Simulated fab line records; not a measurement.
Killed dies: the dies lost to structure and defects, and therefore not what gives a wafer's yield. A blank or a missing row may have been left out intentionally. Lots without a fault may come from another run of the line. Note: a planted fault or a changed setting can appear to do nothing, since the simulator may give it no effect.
What tool caused it?	flow gf180mcu	18 wafers from 6 lots sampled at 2 of the route's 602 steps

WHAT THE GAUGES READ, wafer by wafer
GF_V1_OVL_MEAS_15.
lot	measured	on	V1_OVL (nm)
L360	day 19 04:58	overlay-02	4 -3 2
L362	day 19 14:43	overlay-02	7 7 3
L371	day 22 19:50	overlay-02	0 7 3
L376	day 24 11:43	overlay-01	2 6 1
L378	day 25 02:21	overlay-01	-5 2 3
L381	day 25 21:25	overlay-01	6 -6 0

WHAT TOOL EACH LOT RAN ON (gives the tool, then ch and the chambers of the sampled wafers, and finally the start)
lot	GF_M1_STRIP_17
L360	plasma asher-04 ch 0,1, day 18 03:54
L362	plasma asher-02 ch 0,1, day 18 13:12
L371	plasma asher-03 ch 0,1, day 21 19:07
L376	plasma asher-02 ch 0,1, day 23 12:22
L378	plasma asher-02 ch 0,1, day 24 03:04
L381	plasma asher-04 ch 0,1, day 24 21:58
- GF_M1_STRIP_17: strips in O2/N2.

THE ANSWER, worked out from the rows above alone
Rule: the usual values come from the lots themselves. The widest of any qualifying gaps counts: lots, ordered by their means at a reading, are off when they make up no more than a third of the lots, leave a main group of 4 or more, and stand apart from it by 3 or more times the standard deviation of that group's means. A main group whose means are all the same, to the digits that the tables above print for the reading, isn't used. Also off: a lot with no number at a reading for which 4 or more lots have one. All remaining lots with rows at the step are treated as sound.
Nothing can be told from this: no lot is off at any reading shown.

WHAT THE SIMULATOR HAD PUT IN
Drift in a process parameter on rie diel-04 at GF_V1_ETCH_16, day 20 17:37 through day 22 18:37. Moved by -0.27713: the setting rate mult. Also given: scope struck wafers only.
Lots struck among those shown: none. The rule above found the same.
